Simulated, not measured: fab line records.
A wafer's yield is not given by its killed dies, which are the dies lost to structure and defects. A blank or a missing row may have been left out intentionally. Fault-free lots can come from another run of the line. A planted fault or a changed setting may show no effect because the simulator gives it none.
One fault seen from 2 desks | flow gf180mcu | only its own numbers are on each desk; what lay behind them is given at the end

== TOOL OWNER'S DESK, pvdSputter-04 ==
The tool's own readings at GF_M2_SPUTTER_00 (material Ti, target thk 37.5 nm, time 150 s): means of the sampled wafers that have a number, for each lot that ran on this tool. The brackets show how far a lot's mean lies from the usual mean; more than 4 standard deviations puts the lot out of limits, marked OUT.
Columns: A = cathodeDcPowerW at GF_M2_SPUTTER_00, usual 4000.0 W; B = throttleValvePct at GF_M2_SPUTTER_00, usual 29.8 %
lot  | first seen here | A                        | B
L801 | day 22 22:28    | 3999.6                   | 30.3
L805 | day 23 15:55    | 3999.7                   | 30.4
L809 | day 25 09:47    | 4148.0 (+99 or more) OUT | 30.4
L810 | day 25 11:53    | 4147.9 (+99 or more) OUT | 30.1
This desk's verdict: out of limits on L809, L810, starting with L809 at day 25 09:47 (cathodeDcPowerW at GF_M2_SPUTTER_00). L801, L805 stayed within limits.

== FROM THE METROLOGY DESK ==
What the gauges read for every lot (on any tool): the sampled wafers with a number, averaged. The brackets show how far a lot's mean lies from the usual mean; more than 4 standard deviations puts the lot out of limits, marked OUT.
Columns: A = V1_OVL at GF_V1_OVL_MEAS_15, usual -1 nm
lot  | first seen here | A
L791 | day 18 03:36    | -2
L792 | day 18 15:53    | -4
L796 | day 20 06:57    | -4
L798 | day 21 18:35    | -1
L800 | day 22 07:13    | 4
L801 | day 22 21:05    | -2
L803 | day 23 07:54    | -7
L805 | day 23 14:32    | -0
L804 | day 23 21:32    | 3
L806 | day 24 01:34    | 7
L809 | day 25 08:22    | -4
L810 | day 25 10:30    | 4
This desk's verdict: no lot among the 12 shows anything out of limits.

== PUT TOGETHER ==
At day 25 09:47, on L809, L810, the tool owner's desk was in a position to raise an alarm.
At the metrology desk, nothing out of limits was observed.
The metrology desk has L809, L810 on record, within its limits.
GF_M2_SPUTTER_00 was run on pvdSputter-04 by each of the lots named.

== WHAT WAS PUT IN BY THE SIMULATOR ==
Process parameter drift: pvdSputter-04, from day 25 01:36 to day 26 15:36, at GF_M2_SPUTTER_00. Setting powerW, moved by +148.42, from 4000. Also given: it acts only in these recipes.
Lots struck among those shown: L809, L810.
Delay in hours, fault start to first out-of-limits reading, by desk: the tool owner's desk at 8.
